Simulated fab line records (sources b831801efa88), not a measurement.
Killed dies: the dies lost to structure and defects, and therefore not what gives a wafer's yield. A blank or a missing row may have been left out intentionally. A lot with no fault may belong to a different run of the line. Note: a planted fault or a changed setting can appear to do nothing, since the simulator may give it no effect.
fab line records / flow sky130
record lots=6 wafers=18 last-day=50
route steps=708 shown METAL3@534 CAPM@537
lots that met no fault: from a run of the same line without faults
start-h: hours from the record's first day to the start of the lot's first wafer shown / wait-h: how many hours have passed since the lot's step before this one / " as in the row above / L1.1+2: one row covering several wafers at once / - value missing, or start not given / * or withheld: withheld / < > ~ a bound
route shown NAME@n: NAME is a module with steps in the file, n the number in the route of the first one / usual: average and standard deviation across the fault-free wafers / same: alike in all rows / chamber/n: place in a boat / sites: per-site readings / _std_site: how widely they spread, as a standard deviation / _edge_site: outer sites' mean less inner sites' / radius-mm: for every site, how far away it sits from the centre of the wafer / mask NAME#n: copy n / behind: the last tool/chamber to shape the wafer / hold: what put the lot on hold/how long, in hours/how the hold closed / device: the transistor (n, p or np) that didn't switch / end of line: tests run on the same wafers once the route is complete / for a step that has no rows: nothing shown but its recipe / killed: at the first sort, the dies lost to defects and structure; wafer yield is something else / map: a wafer's dies, marking killed ones x, the rest . and places with no die _
set.NAME: the setting as run; set.NAME@STEP: as run at that earlier step / model.NAME: the simulator's own value behind a step, which no gauge read
certain route steps with their lots: each step a table, each wafer a row
services: when a tool's chamber went out of use (start-h, in hours from the record's first day, below 0 if earlier), for how many hours, and the reason
## steps
# step SKY_METAL3_SPUTTER_02
# recipe material=AlCu target-thk-nm=735 power-w=10600 time-s=39.1 chamber-pressure-pa=0.4
# usual throttle-valve-pct=30.6/0.69
lot.wafer=L175.4 tool=pvd-sputter-01 chamber=- start-h=872.49 wait-h=0.0 throttle-valve-pct=30.4
lot.wafer=L175.5 tool=pvd-sputter-01 chamber=- start-h=872.49 wait-h=0.0 throttle-valve-pct=30.2
lot.wafer=L175.6 tool=pvd-sputter-01 chamber=- start-h=872.49 wait-h=0.0 throttle-valve-pct=29.9
lot.wafer=L179.1 tool=pvd-sputter-03 chamber=- start-h=899.34 wait-h=0.0 throttle-valve-pct=30.5
lot.wafer=L179.5 tool=pvd-sputter-03 chamber=- start-h=899.34 wait-h=0.0 throttle-valve-pct=30.3
lot.wafer=L179.6 tool=pvd-sputter-03 chamber=- start-h=899.34 wait-h=0.0 throttle-valve-pct=30.8
lot.wafer=L182.2 tool=pvd-sputter-03 chamber=- start-h=919.47 wait-h=0.0 throttle-valve-pct=30.6
lot.wafer=L182.5 tool=pvd-sputter-03 chamber=- start-h=919.47 wait-h=0.0 throttle-valve-pct=30.2
lot.wafer=L182.6 tool=pvd-sputter-03 chamber=- start-h=919.47 wait-h=0.0 throttle-valve-pct=30.6
lot.wafer=L183.1 tool=pvd-sputter-03 chamber=- start-h=928.71 wait-h=0.0 throttle-valve-pct=31.1
lot.wafer=L183.2 tool=pvd-sputter-03 chamber=- start-h=928.71 wait-h=0.0 throttle-valve-pct=30.5
lot.wafer=L183.6 tool=pvd-sputter-03 chamber=- start-h=928.71 wait-h=0.0 throttle-valve-pct=30.2
lot.wafer=L192.2 tool=pvd-sputter-03 chamber=- start-h=993.29 wait-h=0.0 throttle-valve-pct=30.6
lot.wafer=L192.3 tool=pvd-sputter-03 chamber=- start-h=993.29 wait-h=0.0 throttle-valve-pct=31.2
lot.wafer=L192.4 tool=pvd-sputter-03 chamber=- start-h=993.29 wait-h=0.0 throttle-valve-pct=30.8
lot.wafer=L194.1 tool=pvd-sputter-03 chamber=- start-h=1004.51 wait-h=0.0 throttle-valve-pct=30.6
lot.wafer=L194.4 tool=pvd-sputter-03 chamber=- start-h=1004.51 wait-h=0.0 throttle-valve-pct=30.5
lot.wafer=L194.5 tool=pvd-sputter-03 chamber=- start-h=1004.51 wait-h=0.0 throttle-valve-pct=30.6
# step SKY_METAL3_SPUTTER_03
# recipe material=Ti target-thk-nm=5 power-w=3000 time-s=3.3 chamber-pressure-pa=0.4
# usual throttle-valve-pct=30.6/0.66
lot.wafer=L175.4 tool=pvd-sputter-01 chamber=- start-h=872.52 wait-h=0.0 throttle-valve-pct=30.4
lot.wafer=L175.5 tool=pvd-sputter-01 chamber=- start-h=872.52 wait-h=0.0 throttle-valve-pct=30.2
lot.wafer=L175.6 tool=pvd-sputter-01 chamber=- start-h=872.52 wait-h=0.0 throttle-valve-pct=29.9
lot.wafer=L179.1 tool=pvd-sputter-03 chamber=- start-h=899.38 wait-h=0.0 throttle-valve-pct=30.7
lot.wafer=L179.5 tool=pvd-sputter-03 chamber=- start-h=899.38 wait-h=0.0 throttle-valve-pct=30.3
lot.wafer=L179.6 tool=pvd-sputter-03 chamber=- start-h=899.38 wait-h=0.0 throttle-valve-pct=30.9
lot.wafer=L182.2 tool=pvd-sputter-03 chamber=- start-h=919.51 wait-h=0.0 throttle-valve-pct=30.6
lot.wafer=L182.5 tool=pvd-sputter-03 chamber=- start-h=919.51 wait-h=0.0 throttle-valve-pct=30.2
lot.wafer=L182.6 tool=pvd-sputter-03 chamber=- start-h=919.51 wait-h=0.0 throttle-valve-pct=30.9
lot.wafer=L183.1 tool=pvd-sputter-03 chamber=- start-h=928.74 wait-h=0.0 throttle-valve-pct=30.9
lot.wafer=L183.2 tool=pvd-sputter-03 chamber=- start-h=928.74 wait-h=0.0 throttle-valve-pct=30.5
lot.wafer=L183.6 tool=pvd-sputter-03 chamber=- start-h=928.74 wait-h=0.0 throttle-valve-pct=30.6
lot.wafer=L192.2 tool=pvd-sputter-03 chamber=- start-h=993.33 wait-h=0.0 throttle-valve-pct=30.4
lot.wafer=L192.3 tool=pvd-sputter-03 chamber=- start-h=993.33 wait-h=0.0 throttle-valve-pct=31.1
lot.wafer=L192.4 tool=pvd-sputter-03 chamber=- start-h=993.33 wait-h=0.0 throttle-valve-pct=30.9
lot.wafer=L194.1 tool=pvd-sputter-03 chamber=- start-h=1004.55 wait-h=0.0 throttle-valve-pct=30.2
lot.wafer=L194.4 tool=pvd-sputter-03 chamber=- start-h=1004.55 wait-h=0.0 throttle-valve-pct=30.8
lot.wafer=L194.5 tool=pvd-sputter-03 chamber=- start-h=1004.55 wait-h=0.0 throttle-valve-pct=30.6
# step SKY_METAL3_SPUTTER_04
# recipe material=TiN target-thk-nm=70 power-w=6500 time-s=58.3 chamber-pressure-pa=0.4
# usual throttle-valve-pct=30.6/0.7
lot.wafer=L175.4 tool=pvd-sputter-01 chamber=- start-h=872.55 wait-h=0.0 throttle-valve-pct=30.1
lot.wafer=L175.5 tool=pvd-sputter-01 chamber=- start-h=872.55 wait-h=0.0 throttle-valve-pct=30.3
lot.wafer=L175.6 tool=pvd-sputter-01 chamber=- start-h=872.55 wait-h=0.0 throttle-valve-pct=29.9
lot.wafer=L179.1 tool=pvd-sputter-03 chamber=- start-h=899.40 wait-h=0.0 throttle-valve-pct=30.6
lot.wafer=L179.5 tool=pvd-sputter-03 chamber=- start-h=899.40 wait-h=0.0 throttle-valve-pct=30.4
lot.wafer=L179.6 tool=pvd-sputter-03 chamber=- start-h=899.40 wait-h=0.0 throttle-valve-pct=31.0
lot.wafer=L182.2 tool=pvd-sputter-03 chamber=- start-h=919.53 wait-h=0.0 throttle-valve-pct=30.7
lot.wafer=L182.5 tool=pvd-sputter-03 chamber=- start-h=919.53 wait-h=0.0 throttle-valve-pct=29.9
lot.wafer=L182.6 tool=pvd-sputter-03 chamber=- start-h=919.53 wait-h=0.0 throttle-valve-pct=30.8
lot.wafer=L183.1 tool=pvd-sputter-03 chamber=- start-h=928.76 wait-h=0.0 throttle-valve-pct=30.9
lot.wafer=L183.2 tool=pvd-sputter-03 chamber=- start-h=928.76 wait-h=0.0 throttle-valve-pct=30.4
lot.wafer=L183.6 tool=pvd-sputter-03 chamber=- start-h=928.76 wait-h=0.0 throttle-valve-pct=30.4
lot.wafer=L192.2 tool=pvd-sputter-03 chamber=- start-h=993.35 wait-h=0.0 throttle-valve-pct=30.1
lot.wafer=L192.3 tool=pvd-sputter-03 chamber=- start-h=993.35 wait-h=0.0 throttle-valve-pct=31.3
lot.wafer=L192.4 tool=pvd-sputter-03 chamber=- start-h=993.35 wait-h=0.0 throttle-valve-pct=30.9
lot.wafer=L194.1 tool=pvd-sputter-03 chamber=- start-h=1004.56 wait-h=0.0 throttle-valve-pct=30.3
lot.wafer=L194.4 tool=pvd-sputter-03 chamber=- start-h=1004.56 wait-h=0.0 throttle-valve-pct=30.1
lot.wafer=L194.5 tool=pvd-sputter-03 chamber=- start-h=1004.56 wait-h=0.0 throttle-valve-pct=30.6
# step SKY_CAPM_CVD_00
# recipe material=SiO2 target-thk-nm=15.5 temp-c=400 time-s=withheld rf-w=450
# usual heater-power-w=743/96
lot.wafer=L175.4 tool=pecvd-03 chamber=1 start-h=872.59 wait-h=0.0 heater-power-w=778
lot.wafer=L175.5 tool=pecvd-03 chamber=0 start-h=872.59 wait-h=0.0 heater-power-w=682
lot.wafer=L175.6 tool=pecvd-03 chamber=2 start-h=872.59 wait-h=0.0 heater-power-w=650
lot.wafer=L179.1 tool=pecvd-03 chamber=1 start-h=899.45 wait-h=0.0 heater-power-w=902
lot.wafer=L179.5 tool=pecvd-03 chamber=0 start-h=899.45 wait-h=0.0 heater-power-w=711
lot.wafer=L179.6 tool=pecvd-03 chamber=1 start-h=899.45 wait-h=0.0 heater-power-w=915
lot.wafer=L182.2 tool=pecvd-03 chamber=0 start-h=919.58 wait-h=0.0 heater-power-w=710
lot.wafer=L182.5 tool=pecvd-03 chamber=1 start-h=919.58 wait-h=0.0 heater-power-w=949
lot.wafer=L182.6 tool=pecvd-03 chamber=0 start-h=919.58 wait-h=0.0 heater-power-w=714
lot.wafer=L183.1 tool=pecvd-03 chamber=1 start-h=928.81 wait-h=0.0 heater-power-w=824
lot.wafer=L183.2 tool=pecvd-03 chamber=2 start-h=928.81 wait-h=0.0 heater-power-w=709
lot.wafer=L183.6 tool=pecvd-03 chamber=2 start-h=928.81 wait-h=0.0 heater-power-w=729
lot.wafer=L192.2 tool=pecvd-04 chamber=1 start-h=993.41 wait-h=0.0 heater-power-w=739
lot.wafer=L192.3 tool=pecvd-04 chamber=0 start-h=993.41 wait-h=0.0 heater-power-w=800
lot.wafer=L192.4 tool=pecvd-04 chamber=1 start-h=993.41 wait-h=0.0 heater-power-w=763
lot.wafer=L194.1 tool=pecvd-02 chamber=1 start-h=1004.61 wait-h=0.0 heater-power-w=696
lot.wafer=L194.4 tool=pecvd-02 chamber=0 start-h=1004.61 wait-h=0.0 heater-power-w=788
lot.wafer=L194.5 tool=pecvd-02 chamber=1 start-h=1004.61 wait-h=0.0 heater-power-w=710
# step SKY_CAPM_THK_MEAS_01
# recipe reads=SiO2_of_CAPM_CVD_00
# usual CAPM_CVD_00_THK=15.51/0.28
lot.wafer=L175.4 tool=film-metro-01 chamber=- start-h=872.63 wait-h=- CAPM_CVD_00_THK[nm]=15.81
lot.wafer=L175.5 tool=film-metro-01 chamber=- start-h=872.63 wait-h=- CAPM_CVD_00_THK[nm]=15.76
lot.wafer=L175.6 tool=film-metro-01 chamber=- start-h=872.63 wait-h=- CAPM_CVD_00_THK[nm]=15.70
lot.wafer=L179.1 tool=film-metro-02 chamber=- start-h=899.47 wait-h=- CAPM_CVD_00_THK[nm]=15.51
lot.wafer=L179.5 tool=film-metro-02 chamber=- start-h=899.47 wait-h=- CAPM_CVD_00_THK[nm]=15.45
lot.wafer=L179.6 tool=film-metro-02 chamber=- start-h=899.47 wait-h=- CAPM_CVD_00_THK[nm]=15.74
lot.wafer=L182.2 tool=film-metro-01 chamber=- start-h=919.61 wait-h=- CAPM_CVD_00_THK[nm]=15.37
lot.wafer=L182.5 tool=film-metro-01 chamber=- start-h=919.61 wait-h=- CAPM_CVD_00_THK[nm]=15.66
lot.wafer=L182.6 tool=film-metro-01 chamber=- start-h=919.61 wait-h=- CAPM_CVD_00_THK[nm]=15.69
lot.wafer=L183.1 tool=film-metro-04 chamber=- start-h=928.83 wait-h=- CAPM_CVD_00_THK[nm]=15.58
lot.wafer=L183.2 tool=film-metro-04 chamber=- start-h=928.83 wait-h=- CAPM_CVD_00_THK[nm]=15.57
lot.wafer=L183.6 tool=film-metro-04 chamber=- start-h=928.83 wait-h=- CAPM_CVD_00_THK[nm]=15.93
lot.wafer=L192.2 tool=film-metro-04 chamber=- start-h=993.44 wait-h=- CAPM_CVD_00_THK[nm]=15.05
lot.wafer=L192.3 tool=film-metro-04 chamber=- start-h=993.44 wait-h=- CAPM_CVD_00_THK[nm]=15.79
lot.wafer=L192.4 tool=film-metro-04 chamber=- start-h=993.44 wait-h=- CAPM_CVD_00_THK[nm]=15.48
lot.wafer=L194.1 tool=film-metro-01 chamber=- start-h=1004.65 wait-h=- CAPM_CVD_00_THK[nm]=15.49
lot.wafer=L194.4 tool=film-metro-01 chamber=- start-h=1004.65 wait-h=- CAPM_CVD_00_THK[nm]=15.50
lot.wafer=L194.5 tool=film-metro-01 chamber=- start-h=1004.65 wait-h=- CAPM_CVD_00_THK[nm]=15.90
# step SKY_CAPM_SPUTTER_02
# recipe material=TiN target-thk-nm=200 temp-c=300 power-w=6500 time-s=166.7 chamber-pressure-pa=0.4
# usual throttle-valve-pct=30.4/0.69
lot.wafer=L175.4 tool=pvd-sputter-02 chamber=- start-h=872.66 wait-h=0.0 throttle-valve-pct=29.6
lot.wafer=L175.5 tool=pvd-sputter-02 chamber=- start-h=872.66 wait-h=0.0 throttle-valve-pct=30.2
lot.wafer=L175.6 tool=pvd-sputter-02 chamber=- start-h=872.66 wait-h=0.0 throttle-valve-pct=29.4
lot.wafer=L179.1 tool=pvd-sputter-02 chamber=- start-h=899.53 wait-h=0.1 throttle-valve-pct=31.3
lot.wafer=L179.5 tool=pvd-sputter-02 chamber=- start-h=899.53 wait-h=0.1 throttle-valve-pct=29.9
lot.wafer=L179.6 tool=pvd-sputter-02 chamber=- start-h=899.53 wait-h=0.1 throttle-valve-pct=29.6
lot.wafer=L182.2 tool=pvd-sputter-02 chamber=- start-h=919.66 wait-h=0.0 throttle-valve-pct=29.7
lot.wafer=L182.5 tool=pvd-sputter-02 chamber=- start-h=919.66 wait-h=0.0 throttle-valve-pct=30.1
lot.wafer=L182.6 tool=pvd-sputter-02 chamber=- start-h=919.66 wait-h=0.0 throttle-valve-pct=29.8
lot.wafer=L183.1 tool=pvd-sputter-01 chamber=- start-h=928.89 wait-h=0.1 throttle-valve-pct=30.1
lot.wafer=L183.2 tool=pvd-sputter-01 chamber=- start-h=928.89 wait-h=0.1 throttle-valve-pct=31.9
lot.wafer=L183.6 tool=pvd-sputter-01 chamber=- start-h=928.89 wait-h=0.1 throttle-valve-pct=30.2
lot.wafer=L192.2 tool=pvd-sputter-02 chamber=- start-h=993.49 wait-h=0.0 throttle-valve-pct=30.2
lot.wafer=L192.3 tool=pvd-sputter-02 chamber=- start-h=993.49 wait-h=0.0 throttle-valve-pct=31.6
lot.wafer=L192.4 tool=pvd-sputter-02 chamber=- start-h=993.49 wait-h=0.0 throttle-valve-pct=30.1
lot.wafer=L194.1 tool=pvd-sputter-03 chamber=- start-h=1004.71 wait-h=0.1 throttle-valve-pct=30.1
lot.wafer=L194.4 tool=pvd-sputter-03 chamber=- start-h=1004.71 wait-h=0.1 throttle-valve-pct=30.7
lot.wafer=L194.5 tool=pvd-sputter-03 chamber=- start-h=1004.71 wait-h=0.1 throttle-valve-pct=30.6
# step SKY_CAPM_RS_MEAS_03
# recipe thk-meas-gauge=four-point-probe reads=TiN_of_CAPM_SPUTTER_02
# usual CAPM_TIN_RS=6.90/0.083
lot.wafer=L175.4 tool=film-metro-04 chamber=- start-h=872.83 wait-h=0.1 CAPM_TIN_RS[ohm/sq]=6.97
lot.wafer=L175.5 tool=film-metro-04 chamber=- start-h=872.83 wait-h=0.1 CAPM_TIN_RS[ohm/sq]=6.99
lot.wafer=L175.6 tool=film-metro-04 chamber=- start-h=872.83 wait-h=0.1 CAPM_TIN_RS[ohm/sq]=7.01
lot.wafer=L179.1 tool=film-metro-01 chamber=- start-h=899.64 wait-h=0.1 CAPM_TIN_RS[ohm/sq]=6.95
lot.wafer=L179.5 tool=film-metro-01 chamber=- start-h=899.64 wait-h=0.1 CAPM_TIN_RS[ohm/sq]=7.00
lot.wafer=L179.6 tool=film-metro-01 chamber=- start-h=899.64 wait-h=0.1 CAPM_TIN_RS[ohm/sq]=6.95
lot.wafer=L182.2 tool=film-metro-01 chamber=- start-h=919.79 wait-h=0.1 CAPM_TIN_RS[ohm/sq]=6.91
lot.wafer=L182.5 tool=film-metro-01 chamber=- start-h=919.79 wait-h=0.1 CAPM_TIN_RS[ohm/sq]=6.92
lot.wafer=L182.6 tool=film-metro-01 chamber=- start-h=919.79 wait-h=0.1 CAPM_TIN_RS[ohm/sq]=6.89
lot.wafer=L183.1 tool=film-metro-01 chamber=- start-h=929.00 wait-h=0.1 CAPM_TIN_RS[ohm/sq]=6.78
lot.wafer=L183.2 tool=film-metro-01 chamber=- start-h=929.00 wait-h=0.1 CAPM_TIN_RS[ohm/sq]=6.94
lot.wafer=L183.6 tool=film-metro-01 chamber=- start-h=929.00 wait-h=0.1 CAPM_TIN_RS[ohm/sq]=6.78
lot.wafer=L192.2 tool=film-metro-01 chamber=- start-h=993.62 wait-h=0.1 CAPM_TIN_RS[ohm/sq]=6.90
lot.wafer=L192.3 tool=film-metro-01 chamber=- start-h=993.62 wait-h=0.1 CAPM_TIN_RS[ohm/sq]=6.91
lot.wafer=L192.4 tool=film-metro-01 chamber=- start-h=993.62 wait-h=0.1 CAPM_TIN_RS[ohm/sq]=6.92
lot.wafer=L194.1 tool=film-metro-02 chamber=- start-h=1004.81 wait-h=0.1 CAPM_TIN_RS[ohm/sq]=7.00
lot.wafer=L194.4 tool=film-metro-02 chamber=- start-h=1004.81 wait-h=0.1 CAPM_TIN_RS[ohm/sq]=6.87
lot.wafer=L194.5 tool=film-metro-02 chamber=- start-h=1004.81 wait-h=0.1 CAPM_TIN_RS[ohm/sq]=6.86
# step SKY_CAPM_THK_MEAS_04
# recipe thk-meas-gauge=xrf reads=TiN_of_CAPM_SPUTTER_02
# usual CAPM_TIN_THK=197.3/2.4
lot.wafer=L175.4 tool=film-metro-04 chamber=- start-h=872.92 wait-h=0.1 CAPM_TIN_THK[nm]=194.8
lot.wafer=L175.5 tool=film-metro-04 chamber=- start-h=872.92 wait-h=0.1 CAPM_TIN_THK[nm]=193.9
lot.wafer=L175.6 tool=film-metro-04 chamber=- start-h=872.92 wait-h=0.1 CAPM_TIN_THK[nm]=193.8
lot.wafer=L179.1 tool=film-metro-01 chamber=- start-h=899.76 wait-h=0.1 CAPM_TIN_THK[nm]=195.2
lot.wafer=L179.5 tool=film-metro-01 chamber=- start-h=899.76 wait-h=0.1 CAPM_TIN_THK[nm]=194.6
lot.wafer=L179.6 tool=film-metro-01 chamber=- start-h=899.76 wait-h=0.1 CAPM_TIN_THK[nm]=195.5
lot.wafer=L182.2 tool=film-metro-01 chamber=- start-h=919.90 wait-h=0.1 CAPM_TIN_THK[nm]=197.4
lot.wafer=L182.5 tool=film-metro-01 chamber=- start-h=919.90 wait-h=0.1 CAPM_TIN_THK[nm]=196.8
lot.wafer=L182.6 tool=film-metro-01 chamber=- start-h=919.90 wait-h=0.1 CAPM_TIN_THK[nm]=198.0
lot.wafer=L183.1 tool=film-metro-01 chamber=- start-h=929.12 wait-h=0.1 CAPM_TIN_THK[nm]=200.6
lot.wafer=L183.2 tool=film-metro-01 chamber=- start-h=929.12 wait-h=0.1 CAPM_TIN_THK[nm]=197.2
lot.wafer=L183.6 tool=film-metro-01 chamber=- start-h=929.12 wait-h=0.1 CAPM_TIN_THK[nm]=200.3
lot.wafer=L192.2 tool=film-metro-01 chamber=- start-h=993.73 wait-h=0.1 CAPM_TIN_THK[nm]=197.3
lot.wafer=L192.3 tool=film-metro-01 chamber=- start-h=993.73 wait-h=0.1 CAPM_TIN_THK[nm]=198.1
lot.wafer=L192.4 tool=film-metro-01 chamber=- start-h=993.73 wait-h=0.1 CAPM_TIN_THK[nm]=197.2
lot.wafer=L194.1 tool=film-metro-02 chamber=- start-h=1004.93 wait-h=0.1 CAPM_TIN_THK[nm]=194.1
lot.wafer=L194.4 tool=film-metro-02 chamber=- start-h=1004.93 wait-h=0.1 CAPM_TIN_THK[nm]=198.5
lot.wafer=L194.5 tool=film-metro-02 chamber=- start-h=1004.93 wait-h=0.1 CAPM_TIN_THK[nm]=197.8
# step SKY_CAPM_DEHYDRATE_05
# recipe temp-c=200 time-s=60
# step SKY_CAPM_HMDS_06
# recipe prime-time-s=60 prime-temp-c=120
# step SKY_CAPM_COAT_07
# recipe resist=NOVOLAK spin-rpm=3000 resist-thk-nm=1140
# step SKY_CAPM_SOFTBAKE_08
# recipe temp-c=90 time-s=60 resist=NOVOLAK
# step SKY_CAPM_EXPOSE_09
# recipe mask-id=CAPM na=0.6 source-shape=conventional sigma-outer=0.6 polarization=unpolarized target-cd-nm=1000 dose-mj=159
# usual exposure-dose-mJ-cm2=158.98/0.14 focus-offset-nm=-0.1/0.5
lot.wafer=L175.4 tool=iline-stepper-01 chamber=0 start-h=886.31 wait-h=- mask=CAPM#0 exposure-dose-mJ-cm2=159.17 focus-offset-nm=-0.1
lot.wafer=L175.5 tool=iline-stepper-01 chamber=0 start-h=886.31 wait-h=- mask=CAPM#0 exposure-dose-mJ-cm2=158.90 focus-offset-nm=0.1
lot.wafer=L175.6 tool=iline-stepper-01 chamber=0 start-h=886.31 wait-h=- mask=CAPM#0 exposure-dose-mJ-cm2=159.05 focus-offset-nm=0.3
lot.wafer=L179.1 tool=iline-stepper-02 chamber=0 start-h=911.97 wait-h=- mask=CAPM#0 exposure-dose-mJ-cm2=159.05 focus-offset-nm=0.5
lot.wafer=L179.5 tool=iline-stepper-02 chamber=0 start-h=911.97 wait-h=- mask=CAPM#0 exposure-dose-mJ-cm2=158.92 focus-offset-nm=1.1
lot.wafer=L179.6 tool=iline-stepper-02 chamber=0 start-h=911.97 wait-h=- mask=CAPM#0 exposure-dose-mJ-cm2=159.03 focus-offset-nm=-0.5
lot.wafer=L182.2 tool=iline-stepper-02 chamber=- start-h=932.17 wait-h=- mask=CAPM#0 exposure-dose-mJ-cm2=- focus-offset-nm=-
lot.wafer=L182.5 tool=iline-stepper-02 chamber=- start-h=932.17 wait-h=- mask=CAPM#0 exposure-dose-mJ-cm2=- focus-offset-nm=-
lot.wafer=L182.6 tool=iline-stepper-02 chamber=- start-h=932.17 wait-h=- mask=CAPM#0 exposure-dose-mJ-cm2=- focus-offset-nm=-
lot.wafer=L183.1 tool=iline-stepper-02 chamber=- start-h=941.98 wait-h=- mask=CAPM#0 exposure-dose-mJ-cm2=- focus-offset-nm=-
lot.wafer=L183.2 tool=iline-stepper-02 chamber=- start-h=941.98 wait-h=- mask=CAPM#0 exposure-dose-mJ-cm2=- focus-offset-nm=-
lot.wafer=L183.6 tool=iline-stepper-02 chamber=- start-h=941.98 wait-h=- mask=CAPM#0 exposure-dose-mJ-cm2=- focus-offset-nm=-
lot.wafer=L192.2 tool=iline-stepper-01 chamber=0 start-h=1005.00 wait-h=- mask=CAPM#0 exposure-dose-mJ-cm2=158.99 focus-offset-nm=0.4
lot.wafer=L192.3 tool=iline-stepper-01 chamber=0 start-h=1005.00 wait-h=- mask=CAPM#0 exposure-dose-mJ-cm2=158.97 focus-offset-nm=-0.2
lot.wafer=L192.4 tool=iline-stepper-01 chamber=0 start-h=1005.00 wait-h=- mask=CAPM#0 exposure-dose-mJ-cm2=158.99 focus-offset-nm=-0.2
lot.wafer=L194.1 tool=iline-stepper-01 chamber=0 start-h=1015.98 wait-h=- mask=CAPM#0 exposure-dose-mJ-cm2=158.80 focus-offset-nm=0.7
lot.wafer=L194.4 tool=iline-stepper-01 chamber=0 start-h=1015.98 wait-h=- mask=CAPM#0 exposure-dose-mJ-cm2=158.75 focus-offset-nm=0.5
lot.wafer=L194.5 tool=iline-stepper-01 chamber=0 start-h=1015.98 wait-h=- mask=CAPM#0 exposure-dose-mJ-cm2=158.99 focus-offset-nm=0.9
# step SKY_CAPM_PEB_10
# recipe temp-c=withheld time-s=* resist=NOVOLAK
## services
tool=pecvd-03 chamber=2 start-h=858.86 hours=2.1 kind=scheduled-down
tool=pvd-sputter-02 chamber=- start-h=860.13 hours=3.2 kind=repair
tool=pecvd-02 chamber=0 start-h=864.72 hours=2.1 kind=scheduled-down
tool=pecvd-02 chamber=- start-h=903.14 hours=1.2 kind=repair
tool=pecvd-02 chamber=- start-h=915.00 hours=6.0 kind=pm
tool=pvd-sputter-02 chamber=- start-h=927.37 hours=2.5 kind=repair
tool=iline-stepper-01 chamber=- start-h=927.63 hours=1.7 kind=pm
tool=pecvd-04 chamber=2 start-h=941.57 hours=16.5 kind=scheduled-down
tool=pvd-sputter-01 chamber=- start-h=957.34 hours=0.5 kind=repair
tool=pecvd-04 chamber=1 start-h=958.07 hours=5.5 kind=scheduled-down
tool=pecvd-03 chamber=1 start-h=958.88 hours=11.8 kind=repair
tool=pecvd-03 chamber=- start-h=959.22 hours=0.8 kind=repair
tool=pecvd-03 chamber=0 start-h=961.67 hours=5.5 kind=scheduled-down
tool=pecvd-04 chamber=- start-h=963.14 hours=1.3 kind=repair
tool=pecvd-02 chamber=0 start-h=983.73 hours=5.0 kind=scheduled-down
tool=pecvd-04 chamber=- start-h=983.78 hours=1.2 kind=repair
tool=pvd-sputter-03 chamber=- start-h=988.11 hours=1.3 kind=repair
tool=pecvd-04 chamber=- start-h=994.20 hours=6.0 kind=pm
tool=pecvd-04 chamber=1 start-h=1000.20 hours=- kind=clean
tool=pecvd-04 chamber=1 start-h=1000.20 hours=- kind=consumable-replace:showerhead
tool=pecvd-04 chamber=1 start-h=1000.20 hours=29.0 kind=scheduled-down
tool=pecvd-04 chamber=1 start-h=1000.20 hours=29.0 kind=vent-cycle
tool=pvd-sputter-01 chamber=- start-h=1003.05 hours=6.7 kind=repair
tool=iline-stepper-02 chamber=- start-h=1011.98 hours=1.7 kind=pm
## key
first-sign step=SKY_CAPM_EXPOSE_09 reading=tool-record direction=missing
effect none on later readings
met-at SKY_CAPM_EXPOSE_09
struck-wafers L182.2,L182.5,L182.6,L183.1,L183.2,L183.6
later-rows-left-out L182.2,L182.5,L182.6,L183.1,L183.2,L183.6
sort-left-out L182.2,L182.5,L182.6,L183.1,L183.2,L183.6
onset-between 911.97 932.17
fault kind=skipped-step-whole tool=iline-stepper-02 chamber=- onset-h=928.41 steps=SKY_CAPM_EXPOSE_09 scope=struck-lots-only
# sort-left-out: the simulated sort isn't trusted on such a fault, so these wafers' sort isn't shown, and their yield isn't known
# later-rows-left-out: the simulator's readings of these wafers behind a module that went badly wrong aren't trusted and aren't shown, but for the sort
